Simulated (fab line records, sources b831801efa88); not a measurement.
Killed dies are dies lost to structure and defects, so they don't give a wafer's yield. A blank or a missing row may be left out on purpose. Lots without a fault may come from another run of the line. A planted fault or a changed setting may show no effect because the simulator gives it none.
Which tool did it? | flow sky130 | 12 lots, 36 wafers sampled, at 1 step of a route of 708

WHAT THE GAUGES READ, wafer by wafer
SKY_CAP2M_OVL_MEAS_12. Usual: CAP2M_OVL 1.0 nm, standard deviation 1.4.
lot  | measured     | on         | CAP2M_OVL (nm) | flag
L659 | day 41 04:32 | overlay-02 | 1.5 1.6 0.0    |
L660 | day 41 19:14 | overlay-02 | 0.4 0.6 -1.2   |
L661 | day 42 19:05 | overlay-02 | 3.1 5.3 3.2    |
L662 | day 42 21:47 | overlay-01 | -1.2 0.7 -0.1  |
L665 | day 43 03:17 | overlay-02 | -0.9 -0.7 -0.8 |
L666 | day 43 10:55 | overlay-02 | 0.9 0.1 1.6    |
L667 | day 43 23:50 | overlay-02 | 1.9 0.7 1.6    |
L669 | day 44 06:38 | overlay-01 | -0.9 0.9 -0.4  |
L674 | day 45 20:49 | overlay-01 | -0.6 -0.5 0.4  |
L675 | day 45 23:34 | overlay-01 | 1.8 -0.3 1.0   |
L678 | day 46 12:49 | overlay-02 | 0.1 -0.3 0.2   |
L680 | day 47 11:58 | overlay-02 | 3.8 3.6 3.1    |

WHICH TOOL RAN EACH LOT (tool, then ch and the chambers of the sampled wafers, then the start)
The record holds no process step before these readings.

WHAT THE TOOLS THEMSELVES READ (means of the sampled wafers that have a number; where no wafer has one, the mark that the record gives instead)
The record holds no such reading with a usual standard deviation.

THE ANSWER, worked out from the rows above alone
Rule: a lot is off if the mean of its wafers that have a number lies more than 3 standard deviations from the usual mean. A lot without any number at a reading at which 4 lots or more have one is off too. The other lots that the step has rows for count as sound. The gauges are gone through in route order, then the tools' own readings, and for those a lot's mean is taken as printed above. The first step at which some lot is off is used, and at that step the reading that is off furthest; a lot without a number counts as furthest.
No lot is off at any reading shown: from this, nothing can be told.

WHAT THE SIMULATOR HAD PUT IN
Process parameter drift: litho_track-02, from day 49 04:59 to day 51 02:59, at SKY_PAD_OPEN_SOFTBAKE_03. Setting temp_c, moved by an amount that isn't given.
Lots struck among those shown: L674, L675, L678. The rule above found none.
